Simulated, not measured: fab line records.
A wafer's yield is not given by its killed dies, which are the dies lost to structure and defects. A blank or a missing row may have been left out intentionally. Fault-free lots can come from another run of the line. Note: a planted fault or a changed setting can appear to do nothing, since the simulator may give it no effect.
A lot that was struck, set against a sound lot || flow sky130 || 16 out of 708 route steps
Sound: these wafers, L708.1, L708.2, L708.5. Wafers struck: L723.1, L723.3, L723.4. The cause is given at the end.
For every step that has rows: the tool of each side, followed by ch and its chambers, followed by its first start. Under that, the readings that differ: sound wafers || struck wafers || difference of the means || sigmas: that difference in standard deviations of wafers without a fault.
alike: a reading whose means differ by less than 2 such deviations, as well as words and numbers matching on both sides. not compared: withheld readings; readings where some wafer has no value; bounds like >300 that might hide an equal value; numbers whose values overlap and for which the record gives no deviation.
A row with sigmas, a row that says differs or no value, or rows on one side alone: a step with any of these is where the two part. Numbers that don't overlap but have no deviation are shown without sigmas and don't part them. A reading missing from all wafers of one side parts the sides only when that side holds two or more wafers.

SKY_CAPM_THK_MEAS_01:
  sound on film-metro-02, day 36 17:16; struck on film-metro-02, day 41 07:43
  alike: CAPM_CVD_00_THK
SKY_CAPM_SPUTTER_02: material TiN, target thk 200 nm, time 166.7 s.
  sound on pvd-sputter-04, day 36 17:19; struck on pvd-sputter-04, day 41 07:47
  alike: throttle-valve-pct
SKY_CAPM_RS_MEAS_03: the measuring method here is four-point-probe.
  sound on film-metro-01, day 36 17:26; struck on film-metro-01, day 41 07:53
  alike: CAPM_TIN_RS
SKY_CAPM_THK_MEAS_04: measures by xrf.
  sound on film-metro-01, day 36 17:33; struck on film-metro-01, day 41 08:01
  alike: CAPM_TIN_THK
then, 7 steps without rows for these wafers: SKY_CAPM_DEHYDRATE_05 (time 60 s); SKY_CAPM_HMDS_06 (prime time 60 s); SKY_CAPM_COAT_07 (resist thk 1140 nm); SKY_CAPM_SOFTBAKE_08 (time 60 s); SKY_CAPM_EXPOSE_09 (exposes mask CAPM, target cd 1000 nm); SKY_CAPM_PEB_10; SKY_CAPM_DEVELOP_11 (develop time 60 s).
SKY_CAPM_OVL_MEAS_12:
  sound on overlay-02, day 37 20:04; struck on overlay-01, day 42 07:52
  alike: CAPM_OVL
SKY_CAPM_METAL_ETCH_13: etches TiN in Cl2/BCl3, stops on SiO2, target depth 220 nm, time 62.9 s.
  sound on rie-metal-04 ch 0,1, day 37 20:05; struck on rie-metal-03 ch 0,1, day 42 07:53
  no value came back on the struck wafers for any of 5 readings (bcl3-flow-sccm (sccm), bias-w (W) and others); on the sound wafers bcl3-flow-sccm (sccm) reads 30.01 30.02 30.00
{"reading": "model.NOVOLAK_of_CAPM_COAT_07.thk-nm (nm)", "sound": "990.5 983.5 982.7", "struck": "1139 1143 1140", "difference": "+155", "sigmas": ""}
  not compared: rf-hours-counter-h
SKY_CAPM_STRIP_14: strips in O2/N2.
  sound on plasma-asher-04 ch 0,1, day 37 20:10; struck on plasma-asher-03 ch 0,1, day 42 07:58
{"reading": "strip-time-to-endpoint-s (s)", "sound": "12.61 12.54 12.54", "struck": "14.16 14.21 14.18", "difference": "+1.62", "sigmas": "+38"}
  alike: drypump-motor-current-A, oes-product-au
  not compared: rf-hours-counter-h
then, 1 step without rows for these wafers: SKY_CAPM_STRIP_15 (strips in post etch residue remover, time 1200 s).
-- the record jumps here: 7 days lie between the struck wafers' starts before and after (it left off in module CAPM and takes up again in module PAD_OPEN, whose first step shown is number 708 of the route) --
SKY_PAD_OPEN_PROBE_99:
  sound on prober-01, day 46 02:16; struck on prober-02, day 49 16:59
{"reading": "hold", "sound": "- - -", "struck": "await-dispo/3.2h/scrap await-dispo/3.2h/scrap await-dispo/3.2h/scrap", "difference": "no value on the sound wafers", "sigmas": ""}
{"reading": "killed-at-other", "sound": "0 0 1", "struck": "415 426 417", "difference": "+419", "sigmas": "+99 or more"}
{"reading": "killed-dies", "sound": "92 88 74", "struck": "492 492 492", "difference": "+407", "sigmas": "+43"}
{"reading": "killed-on-rim", "sound": "17 14 14", "struck": "96 96 96", "difference": "+81", "sigmas": "+25"}
  alike: killed_at_M0_to_M3, killed_at_M4_up, killed-at-contacts, killed-at-front-end, killed-open, killed-short

== WHERE THEY PART ==
Last at SKY_PAD_OPEN_PROBE_99 as far as this record goes, first at SKY_CAPM_METAL_ETCH_13.

WHY: what had been put in by the simulator
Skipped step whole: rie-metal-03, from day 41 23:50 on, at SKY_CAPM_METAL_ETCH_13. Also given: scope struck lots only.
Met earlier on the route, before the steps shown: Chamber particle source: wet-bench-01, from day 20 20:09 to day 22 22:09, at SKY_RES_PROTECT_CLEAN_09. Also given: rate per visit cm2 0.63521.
